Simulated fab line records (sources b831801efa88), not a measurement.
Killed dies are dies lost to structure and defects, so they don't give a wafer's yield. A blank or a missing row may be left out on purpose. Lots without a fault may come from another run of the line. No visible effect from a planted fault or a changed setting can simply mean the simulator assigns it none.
Comparing a struck lot with a sound one / flow sky130 / 23 out of 708 route steps
Sound: the wafers L477.2, L477.3, L477.5. Wafers L481.1, L481.4, L481.6 were the ones struck. The cause is named last.
At each step with rows: each side's tool, then ch and its chambers, then its first start. Under that, the readings that differ: sound wafers / struck wafers / difference of the means / sigmas: that difference in standard deviations of wafers without a fault.
alike: a reading whose means differ by less than 2 such deviations, as well as words and numbers matching on both sides. not compared: withheld readings; readings where some wafer has no value; bounds like >300 that might hide an equal value; numbers whose values overlap and for which the record gives no deviation.
The two part at a step that has a row with sigmas, a row that says differs or no value, or rows on one side only. Non-overlapping numbers with no deviation appear without sigmas and do not part them. A reading that every wafer of one side lacks parts them only if that side has two wafers or more.

first, 6 steps without rows for these wafers: SKY_VT_ADJUST_LVTN_HMDS_12 (prime time 60 s); SKY_VT_ADJUST_LVTN_COAT_13 (resist thk 1140 nm); SKY_VT_ADJUST_LVTN_SOFTBAKE_14 (time 60 s); SKY_VT_ADJUST_LVTN_EXPOSE_15 (exposes mask HVN STD DERIVED, target cd 600 nm); SKY_VT_ADJUST_LVTN_PEB_16; SKY_VT_ADJUST_LVTN_DEVELOP_17 (develop time 60 s).
SKY_VT_ADJUST_LVTN_OVL_MEAS_18:
  sound on overlay-02, day 10 01:20; struck on overlay-01, day 11 10:37
  alike: VT_ADJUST_LVTN_01_OVL
next, for these wafers, 1 step has no rows: SKY_VT_ADJUST_LVTN_IMPLANT_19.
SKY_VT_ADJUST_LVTN_STRIP_20: strips in O2/N2.
  sound on plasma_asher-04 ch 1, day 10 01:31; struck on plasma_asher-04 ch 1, day 11 10:47
  alike: drypump_motor_current_A, oes_product_au, strip_time_to_endpoint_s
  not compared: rf_hours_counter_h
SKY_VT_ADJUST_LVTN_TW_MEAS_21:
  sound on film_metro-04, day 10 01:38; struck on film_metro-01, day 11 10:53
reading=VT_ADJUST_LVTN_2_TW; sound=190.0 189.4 189.9; struck=184.8 185.0 185.8; difference=-4.6; sigmas=-2
then, 2 steps without rows for these wafers: SKY_VT_ADJUST_NCORE_DEHYDRATE_00 (time 60 s); SKY_VT_ADJUST_NCORE_HMDS_01 (prime time 60 s).
SKY_VT_ADJUST_NCORE_COAT_02: resist thk 1140 nm.
  sound on litho_track-04 ch 0, day 10 12:34; struck on litho_track-02 ch 0, day 11 22:07
reading=model.NOVOLAK_of_VT_ADJUST_NCORE_COAT_02.thk_nm (nm); sound=1135 1136 1136; struck=1175 1178 1180; difference=+42; sigmas=
then, 3 steps without rows for these wafers: SKY_VT_ADJUST_NCORE_SOFTBAKE_03 (time 60 s); SKY_VT_ADJUST_NCORE_EXPOSE_04 (exposes mask LVTN COMPLEMENT THIN, target cd 380 nm); SKY_VT_ADJUST_NCORE_PEB_05.
SKY_VT_ADJUST_NCORE_DEVELOP_06: develop time 60 s.
  sound on litho_track-02 ch 0, day 11 01:03; struck on litho_track-02 ch 0, day 12 10:22
reading=model.NOVOLAK_of_VT_ADJUST_NCORE_COAT_02.thk_nm (nm); sound=1134 1136 1136; struck=1175 1177 1179; difference=+42; sigmas=
SKY_VT_ADJUST_NCORE_CD_MEAS_07: the cd target is 380 nm.
  sound on cd_sem-02, day 11 01:11; struck on cd_sem-01, day 12 10:31
  alike: cd_nm
SKY_VT_ADJUST_NCORE_OVL_MEAS_08:
  sound on overlay-02, day 11 01:18; struck on overlay-02, day 12 10:38
  alike: VT_ADJUST_NCORE_OVL
next, for these wafers, 1 step has no rows: SKY_VT_ADJUST_NCORE_IMPLANT_09.
SKY_VT_ADJUST_NCORE_STRIP_10: strips in O2/N2.
  sound on plasma_asher-04 ch 0,1, day 11 01:29; struck on plasma_asher-02 ch 0,1, day 12 10:50
reading=strip_time_to_endpoint_s (s); sound=14.11 14.14 14.12; struck=14.56 14.58 14.61; difference=+0.46; sigmas=+12
  alike: drypump_motor_current_A, oes_product_au
  not compared: rf_hours_counter_h
SKY_VT_ADJUST_NCORE_TW_MEAS_11:
  sound on film_metro-02, day 11 01:35; struck on film_metro-03, day 12 10:56
  alike: VT_ADJUST_NCORE_TW
-- a jump in the record: the struck wafers' starts before and after are 37 days apart (it breaks off in module VT_ADJUST_NCORE and resumes in module PAD_OPEN, where the first step shown is number 708 of the route) --
SKY_PAD_OPEN_PROBE_99:
  sound on prober-02, day 48 08:59; struck on prober-02, day 49 09:54
  alike: killed_at_M0_to_M3, killed_at_M4_up, killed_at_contacts, killed_at_front_end, killed_at_other, killed_dies, killed_open, killed_short

== WHERE THEY PART ==
First at SKY_VT_ADJUST_LVTN_TW_MEAS_21; last, within this record, at SKY_VT_ADJUST_NCORE_STRIP_10. Later steps at which nothing parts them and some readings are alike: SKY_VT_ADJUST_NCORE_TW_MEAS_11, SKY_PAD_OPEN_PROBE_99.

WHY: whatever the simulator had introduced
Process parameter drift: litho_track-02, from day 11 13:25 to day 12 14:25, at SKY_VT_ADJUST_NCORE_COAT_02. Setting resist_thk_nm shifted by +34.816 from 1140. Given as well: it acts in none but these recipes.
